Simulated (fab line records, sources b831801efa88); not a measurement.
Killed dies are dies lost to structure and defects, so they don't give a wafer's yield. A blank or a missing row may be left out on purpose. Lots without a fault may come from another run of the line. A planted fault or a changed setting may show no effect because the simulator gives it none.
fab line records | flow gf180mcu
record lots=14 wafers=42 last_day=34
route steps=602 shown STI@2 PSD@261 SAB@273 CONTACT@311
lots that met no fault: from a run of the same line without faults
start_h: hours from the record's first day to the start of the lot's first wafer shown | wait_h: hours since the lot's step before | " the same as in the row above | L1.1+2: a row that stands for several wafers | - no value, or no start given | * or withheld: withheld | < > ~ a bound
route shown NAME@n: a module of which the file shows steps, and the number in the route of the first | usual: mean/standard deviation of fault-free wafers | same: alike in all rows | chamber/n: place in a boat | sites: the reading at each site | _std_site: their standard deviation | _edge_site: outer sites' mean less inner sites' | radius_mm: how far each site lies from the wafer's centre | mask NAME#n: copy n | behind: the tool/chamber that last shaped the wafer | hold: why the lot was held/for how many hours/how that ended | device: the transistor (n, p or np) that didn't switch | end of line: the same wafers' tests at the end of the route | a step without rows: its recipe alone | killed: dies lost to structure and defects at the first sort, not the wafer's yield | map: a wafer's dies, x killed, . not, _ none there
set.NAME: the setting as run; set.NAME@STEP: as run at that earlier step | model.NAME: the simulator's own value behind a step, which no gauge read
steps of the route over a sample of lots; a table a step, a row a wafer
services: from which hour (start_h, from the record's first day; less than 0 if before it) a tool's chamber was out of use, for how many hours, and why
## steps
# step GF_STI_OXIDATION_01
# recipe temp_c=892.7 ambient=O2 stabilise_s=600 purge_s=300 target_thk_a=100 ox_time_s=1418
# usual ox_temp_c=892.8/0.39 ox_temp_c_max=896.5/1.4 ox_time_s=1418/0
# columns lot.wafer tool chamber start_h wait_h ox_temp_c ox_temp_c_max ox_time_s
L711.4 furnace-02 0 21.35 1.3 893.5 895.8 1418
L711.5 " 0 " " 893.2 895.7 1418
L711.6 " 0 " " 893.2 896.3 1418
L712.4 furnace-02 0 25.12 0.0 893.2 896.4 1418
L712.5 " 0 " " 892.8 896.0 1418
L712.6 " 0 " " 892.9 894.9 1418
L713.1 furnace-02 0 30.12 0.1 892.7 895.1 1418
L713.2 " 0 " " 892.6 895.0 1418
L713.4 " 0 " " 892.5 894.4 1418
L714.1 furnace-02 0 35.14 0.1 892.7 895.4 1418
L714.4 " 0 " " 892.8 895.0 1418
L714.6 " 0 " " 893.3 896.0 1418
L715.1 furnace-01 0 40.12 0.1 892.7 897.5 1418
L715.2 " 0 " " 892.8 900.4 1418
L715.3 " 0 " " 892.9 896.2 1418
L716.3 furnace-01 0 45.20 0.1 892.6 896.3 1418
L716.4 " 0 " " 892.7 897.8 1418
L716.6 " 0 " " 893.5 898.1 1418
L717.2 furnace-01 0 50.70 0.7 892.5 899.0 1418
L717.3 " 0 " " 891.5 897.8 1418
L717.4 " 0 " " 892.3 898.4 1418
L719.1 furnace-01 0 60.86 0.8 893.0 897.8 1418
L719.4 " 0 " " 893.2 897.3 1418
L719.5 " 0 " " 893.2 897.3 1418
L721.1 furnace-01 0 70.12 0.1 892.2 897.2 1418
L721.2 " 0 " " 892.7 897.3 1418
L721.3 " 0 " " 892.6 897.8 1418
L722.1 furnace-02 0 75.45 0.4 892.5 894.6 1418
L722.2 " 0 " " 892.8 895.2 1418
L722.6 " 0 " " 893.0 896.1 1418
L725.4 furnace-02 0 90.12 0.0 893.1 896.1 1418
L725.5 " 0 " " 892.8 895.4 1418
L725.6 " 0 " " 892.3 895.4 1418
L726.3 furnace-02 0 96.02 1.0 893.1 895.5 1418
L726.5 " 0 " " 893.2 895.6 1418
L726.6 " 0 " " 893.2 895.9 1418
L731.1 furnace-02 - 120.12 0.1 - - -
L731.2 " - " " - - -
L731.3 " - " " - - -
L732.2 furnace-02 - 125.12 0.1 - - -
L732.3 " - " " - - -
L732.4 " - " " - - -
# step GF_PSD_RTA_13
# recipe temp_c=1025 time_s=20 ambient=N2
# usual lamp_power_pct=37/5.1 wafer_temp_C_max=1030.4/2.1
# columns lot.wafer tool chamber start_h wait_h lamp_power_pct wafer_temp_C_max
L711.4 rtp_anneal-01 0 333.70 0.0 32 1028.7
L711.5 " 0 " " 32 1028.8
L711.6 " 0 " " 32 1029.0
L712.4 rtp_anneal-02 0 343.51 0.0 42 1030.7
L712.5 " 0 " " 42 1033.0
L712.6 " 0 " " 42 1033.5
L713.1 rtp_anneal-02 0 353.81 0.0 42 1033.3
L713.2 " 0 " " 42 1033.3
L713.4 " 0 " " 42 1031.9
L714.1 rtp_anneal-02 0 357.29 0.0 42 1032.5
L714.4 " 0 " " 42 1031.5
L714.6 " 0 " " 42 1032.9
L715.1 rtp_anneal-02 0 373.07 0.0 42 1032.3
L715.2 " 0 " " 42 1033.0
L715.3 " 0 " " 42 1036.2
L716.3 rtp_anneal-01 0 381.87 0.0 32 1028.7
L716.4 " 0 " " 32 1028.8
L716.6 " 0 " " 32 1028.1
L717.2 rtp_anneal-01 0 388.43 0.0 32 1028.3
L717.3 " 0 " " 32 1027.8
L717.4 " 0 " " 32 1028.1
L719.1 rtp_anneal-01 0 407.36 0.0 32 1028.2
L719.4 " 0 " " 32 1027.8
L719.5 " 0 " " 32 1028.9
L721.1 rtp_anneal-01 0 422.12 0.0 32 1030.6
L721.2 " 0 " " 32 1031.5
L721.3 " 0 " " 32 1027.8
L722.1 rtp_anneal-01 0 430.61 0.0 32 1029.3
L722.2 " 0 " " 32 1028.7
L722.6 " 0 " " 32 1028.3
L725.4 rtp_anneal-02 0 460.46 0.0 42 1030.3
L725.5 " 0 " " 42 1034.4
L725.6 " 0 " " 42 1031.3
L726.3 rtp_anneal-02 0 462.62 0.0 42 1032.7
L726.5 " 0 " " 42 1033.3
L726.6 " 0 " " 42 1029.8
# step GF_SAB_CD_MEAS_09
# recipe target_cd_nm=420
# usual cd_nm=420.4/2.1
# columns lot.wafer tool chamber start_h wait_h cd_nm
L711.4 cd_sem-02 - 355.16 0.1 424.6
L711.5 " - " " 422.3
L711.6 " - " " 421.7
L712.4 cd_sem-01 - 365.91 0.1 419.1
L712.5 " - " " 422.0
L712.6 " - " " 422.2
L713.1 cd_sem-01 - 377.01 0.1 418.8
L713.2 " - " " 420.3
L713.4 " - " " 421.9
L714.1 cd_sem-01 - 380.80 0.1 419.6
L714.4 " - " " 424.6
L714.6 " - " " 419.8
L715.1 cd_sem-02 - 395.90 0.1 424.9
L715.2 " - " " 423.7
L715.3 " - " " 422.6
L716.3 cd_sem-01 - 405.65 0.1 421.5
L716.4 " - " " 423.4
L716.6 " - " " 423.9
L717.2 cd_sem-01 - 411.62 0.1 416.6
L717.3 " - " " 418.0
L717.4 " - " " 420.2
L719.1 cd_sem-01 - 431.99 0.1 417.4
L719.4 " - " " 417.8
L719.5 " - " " 418.2
L721.1 cd_sem-01 - 446.14 0.1 421.4
L721.2 " - " " 421.1
L721.3 " - " " 424.0
L722.1 cd_sem-01 - 454.56 0.1 423.0
L722.2 " - " " 422.3
L722.6 " - " " 425.0
L725.4 cd_sem-02 - 484.47 0.1 420.7
L725.5 " - " " 420.0
L725.6 " - " " 420.7
L726.3 cd_sem-01 - 486.53 0.1 422.6
L726.5 " - " " 424.0
L726.6 " - " " 421.3
# step GF_CONTACT_CVD_24
# recipe material=W target_thk_nm=300 time_s=90.339 temp_c=400 pressure_torr=40
# usual heater_power_w=828/78
# columns lot.wafer tool chamber start_h wait_h heater_power_w
L711.4 cvd_w-02 0 380.55 0.1 921
L711.5 " 1 " " 857
L711.6 " 0 " " 892
L712.4 cvd_w-02 1 391.57 0.1 862
L712.5 " 1 " " 846
L712.6 " 0 " " 933
L713.1 cvd_w-02 1 402.51 0.0 862
L713.2 " 0 " " 905
L713.4 " 1 " " 848
L714.1 cvd_w-01 0 406.80 0.0 711
L714.4 " 1 " " 813
L714.6 " 0 " " 703
L715.1 cvd_w-02 0 422.01 0.0 909
L715.2 " 1 " " 854
L715.3 " 1 " " 849
L716.3 cvd_w-01 1 432.46 0.1 811
L716.4 " 0 " " 706
L716.6 " 0 " " 707
L717.2 cvd_w-02 1 438.40 0.0 844
L717.3 " 1 " " 834
L717.4 " 0 " " 933
L719.1 cvd_w-01 0 457.91 0.0 707
L719.4 " 0 " " 701
L719.5 " 1 " " 810
L721.1 cvd_w-01 1 480.84 0.0 823
L721.2 " 0 " " 714
L721.3 " 0 " " 721
L722.1 cvd_w-02 0 481.19 0.0 940
L722.2 " 1 " " 848
L722.6 " 1 " " 828
L725.4 cvd_w-02 0 510.70 0.1 931
L725.5 " 0 " " 926
L725.6 " 1 " " 867
L726.3 cvd_w-01 0 512.72 0.1 712
L726.5 " 0 " " 702
L726.6 " 1 " " 819
## services
# columns tool chamber start_h hours kind
furnace-01 - 9.96 4.2 pm
furnace-02 - 52.51 0.7 pm
cvd_w-01 - 55.94 0.7 repair
cvd_w-01 - 71.58 0.3 repair
cvd_w-01 - 98.43 6.9 pm
furnace-01 - 147.64 4.6 pm
cvd_w-02 1 148.71 13.3 repair
furnace-02 - 162.81 4.1 pm
furnace-01 - 177.59 2.4 pm
cvd_w-01 - 178.04 6.0 pm
furnace-02 - 221.32 3.2 pm
cvd_w-02 0 280.08 16.3 repair
rtp_anneal-01 - 288.98 1.0 pm
cvd_w-02 1 292.39 2.5 repair
cvd_w-02 - 294.91 2.8 pm
furnace-02 - 330.81 3.0 pm
furnace-01 - 374.25 3.1 pm
cvd_w-01 - 390.00 14.0 pm
furnace-01 - 428.77 4.6 pm
rtp_anneal-02 - 429.10 4.1 pm
cvd_w-02 1 439.68 3.7 repair
cvd_w-01 - 455.71 2.1 repair
furnace-02 - 498.81 3.4 pm
furnace-02 - 503.03 4.4 pm
## key
first_sign step=GF_STI_OXIDATION_01 reading=tool_record direction=missing
effect none on later readings
met_at GF_STI_OXIDATION_01
struck_lots L731,L732
later_rows_left_out L731.1,L731.2,L731.3,L732.2,L732.3,L732.4
sort_left_out L731.1,L731.2,L731.3,L732.2,L732.3,L732.4
tester_left_out L731,L732
not_acting_at GF_PSD_RTA_13,GF_SAB_CD_MEAS_09,GF_CONTACT_CVD_24
onset_between 96.02 120.12
fault kind=skipped_step_whole tool=furnace-02 chamber=- onset_h=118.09 steps=GF_STI_OXIDATION_01 scope=struck_lots_only
# tester_left_out: of these lots the tester's yield and bins aren't shown, on N5 and GAA mostly nor the transistor test; their killed dies are dies lost to structure and defects alone, not to doping, threshold or leakage, so they don't give the yield
# sort_left_out: the simulated sort isn't trusted on such a fault, so these wafers' sort isn't shown, and their yield isn't known
# later_rows_left_out: the simulator's readings of these wafers behind a module that went badly wrong aren't trusted and aren't shown, but for the sort
